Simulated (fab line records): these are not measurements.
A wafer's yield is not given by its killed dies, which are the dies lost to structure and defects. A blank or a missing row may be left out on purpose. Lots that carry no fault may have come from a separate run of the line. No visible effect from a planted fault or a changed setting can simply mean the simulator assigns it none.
Which tool was responsible? | flow gf180mcu | 42 wafers from 14 lots sampled at 4 of the route's 602 steps

## WHAT THE GAUGES READ, wafer by wafer
GF_NWELL_OVL_MEAS_07.
lot  | measured    | on         | NWELL_OVL (nm)
L977 | day 3 07:26 | overlay-02 | 0.2 -0.2 0.6
L978 | day 3 11:49 | overlay-02 | -0.2 -0.5 1.1
L979 | day 3 17:56 | overlay-02 | -1.6 0.6 -0.1
L980 | day 3 23:49 | overlay-02 | 0.2 -0.4 0.3
L981 | day 4 04:34 | overlay-01 | -1.8 1.3 0.0
L982 | day 4 12:13 | overlay-02 | -0.4 -0.7 -2.0
L987 | day 5 13:19 | overlay-02 | 2.0 1.8 1.3
L988 | day 5 20:28 | overlay-02 | -1.5 -1.8 -0.4
L989 | day 6 00:19 | overlay-02 | -1.4 -2.5 -1.6
L990 | day 6 06:58 | overlay-02 | -0.9 -1.2 -1.3
L993 | day 6 22:41 | overlay-02 | -0.2 1.2 -0.5
L998 | day 8 03:43 | overlay-01 | -0.4 -0.2 1.1
L999 | day 8 09:08 | overlay-01 | 0.2 -2.7 0.0
L100 | day 8 14:43 | overlay-02 | -1.3 -0.7 -0.2

GF_VT_IMPLANT_OVL_MEAS_40.
lot  | measured     | on         | VT_IMPLANT_03_OVL (nm)
L977 | day 7 11:57  | overlay-02 | -2.1 -0.4 0.1
L978 | day 7 18:55  | overlay-02 | -1.7 -0.1 -1.5
L979 | day 8 02:14  | overlay-02 | -2.0 -1.1 -1.9
L980 | day 8 10:04  | overlay-01 | -3.8 -3.6 -2.4
L981 | day 8 15:19  | overlay-02 | -0.5 -1.2 -2.6
L982 | day 9 00:34  | overlay-01 | -2.1 -2.0 -1.0
L987 | day 10 08:04 | overlay-01 | 0.5 -1.1 1.0
L988 | day 10 17:17 | overlay-02 | -0.1 -0.7 -0.4
L989 | day 10 21:37 | overlay-01 | -2.7 -2.5 -2.8
L990 | day 11 05:32 | overlay-02 | 0.5 0.8 -0.3
L993 | day 12 00:35 | overlay-01 | -3.3 -1.1 -3.2
L998 | day 13 11:37 | overlay-01 | -1.4 0.0 -0.5
L999 | day 13 19:21 | overlay-01 | -1.8 -1.8 -0.1
L100 | day 14 00:19 | overlay-01 | 1.5 -1.9 -1.3

GF_HV_LDD_OVL_MEAS_08.
lot  | measured     | on         | HV_LDD_OVL (nm)
L977 | day 10 00:25 | overlay-02 | -0.4 0.5 0.2
L978 | day 10 06:59 | overlay-01 | -0.6 -0.9 -1.2
L979 | day 10 12:52 | overlay-02 | 0.6 1.2 -0.7
L980 | day 11 02:21 | overlay-02 | -2.1 -0.6 -2.1
L981 | day 11 07:51 | overlay-02 | 0.8 1.0 0.9
L982 | day 11 12:51 | overlay-02 | -1.9 -2.1 -1.2
L987 | day 13 01:30 | overlay-02 | -1.1 -0.6 -1.1
L988 | day 13 11:12 | overlay-02 | 1.8 1.8 2.8
L989 | day 13 17:38 | overlay-01 | -1.5 -1.6 -1.1
L990 | day 14 02:31 | overlay-02 | 1.5 -0.6 1.6
L993 | day 14 22:52 | overlay-01 | -0.6 -1.1 -0.6
L998 | day 16 12:03 | overlay-01 | 1.2 1.7 1.7
L999 | day 16 21:22 | overlay-02 | 0.2 -0.5 0.5
L100 | day 17 02:47 | overlay-02 | 0.1 -1.2 -1.9

## WHICH TOOL RAN EACH LOT (tool, then ch and the chambers of the sampled wafers, then the start)
lot  | GF_POLY_GATE_ETCH_13
L977 | rie-si-02 ch 0,1, day 9 05:19
L978 | rie-si-02 ch 0,3, day 9 10:02
L979 | rie-si-02 ch 0,1,2, day 9 17:41
L980 | rie-si-01 ch 1,2, day 10 04:35
L981 | rie-si-01 ch 0,3, day 10 10:14
L982 | rie-si-02 ch 1,2,3, day 10 17:20
L987 | rie-si-01 ch 0,2,3, day 12 02:16
L988 | rie-si-02 ch 0,3, day 12 12:20
L989 | rie-si-02 ch 0,3, day 12 19:23
L990 | rie-si-01 ch 2,3, day 13 04:58
L993 | rie-si-02 ch 0,1,2, day 13 23:38
L998 | rie-si-02 ch 0,2, day 15 12:02
L999 | rie-si-01 ch 2,3, day 15 20:21
L100 | rie-si-01 ch 0,1,3, day 16 02:37
- GF_POLY_GATE_ETCH_13: etches poly-Si in HBr/Cl2, stops on SiO2, target depth 198.5 nm, time 69.6 s.

## WHAT THE TOOLS THEMSELVES READ (means of the sampled wafers that have a number; where no wafer has one, the mark that the record gives instead)
GF_POLY_GATE_ETCH_13.
lot  | tool      | chamber-pressure-mTorr (mTorr) | drypump-motor-current-A (A) | he-backside-leak-sccm (sccm) | oes-product-au (a.u.) | throttle-valve-pct (%)
L977 | rie-si-02 | 9.997                          | 5.7                         | 2.52                         | 0.989                 | 33.690
L978 | rie-si-02 | 9.983                          | 6.4                         | 2.86                         | 0.999                 | 33.688
L979 | rie-si-02 | 10.006                         | 5.9                         | 2.59                         | 0.988                 | 33.686
L980 | rie-si-01 | 10.009                         | 5.6                         | 2.50                         | 0.991                 | 33.686
L981 | rie-si-01 | 10.000                         | 4.9                         | 2.64                         | 1.000                 | 33.687
L982 | rie-si-02 | 9.994                          | 6.3                         | 2.73                         | 0.997                 | 33.678
L987 | rie-si-01 | 10.007                         | 5.2                         | 2.61                         | 0.943                 | 33.685
L988 | rie-si-02 | 10.001                         | 6.1                         | 2.69                         | 0.997                 | 33.690
L989 | rie-si-02 | 10.002                         | 6.5                         | 2.69                         | 0.992                 | 33.693
L990 | rie-si-01 | 9.990                          | 5.4                         | 2.43                         | 0.883                 | 33.680
L993 | rie-si-02 | 9.997                          | 5.9                         | 2.63                         | 1.001                 | 33.686
L998 | rie-si-02 | 10.001                         | 6.0                         | 2.67                         | 0.991                 | 33.682
L999 | rie-si-01 | 10.003                         | 5.4                         | 2.99                         | 0.985                 | 33.684
L100 | rie-si-01 | 9.999                          | 5.2                         | 2.63                         | 0.990                 | 33.684

## THE ANSWER, worked out from the rows above alone
Rule: the lots themselves supply what counts as usual. The widest of any qualifying gaps counts: lots, ordered by their means at a reading, are off when they make up no more than a third of the lots, leave a main group of 4 or more, and stand apart from it by 3 or more times the standard deviation of that group's means. Not used: any main group whose means are identical at the precision the tables above print for the reading. Also off: a lot with no number at a reading for which 4 or more lots have one. The other lots that the step has rows for count as sound. The gauges are gone through in route order, then the tools' own readings, and for those a lot's mean is taken as printed above. The first step at which some lot is off is used, and at that step the reading that is off furthest; a lot without a number counts as furthest.
Off at GF_POLY_GATE_ETCH_13 (oes-product-au): L987, L990. For the main group the mean is 0.993 a.u. and the standard deviation 0.005.
If a tool, at that step or one of the process steps before it, ran each lot that is off and ran no sound lot following the first of them, it fits. No candidate that was tried fits.

## WHAT THE SIMULATOR HAD PUT IN
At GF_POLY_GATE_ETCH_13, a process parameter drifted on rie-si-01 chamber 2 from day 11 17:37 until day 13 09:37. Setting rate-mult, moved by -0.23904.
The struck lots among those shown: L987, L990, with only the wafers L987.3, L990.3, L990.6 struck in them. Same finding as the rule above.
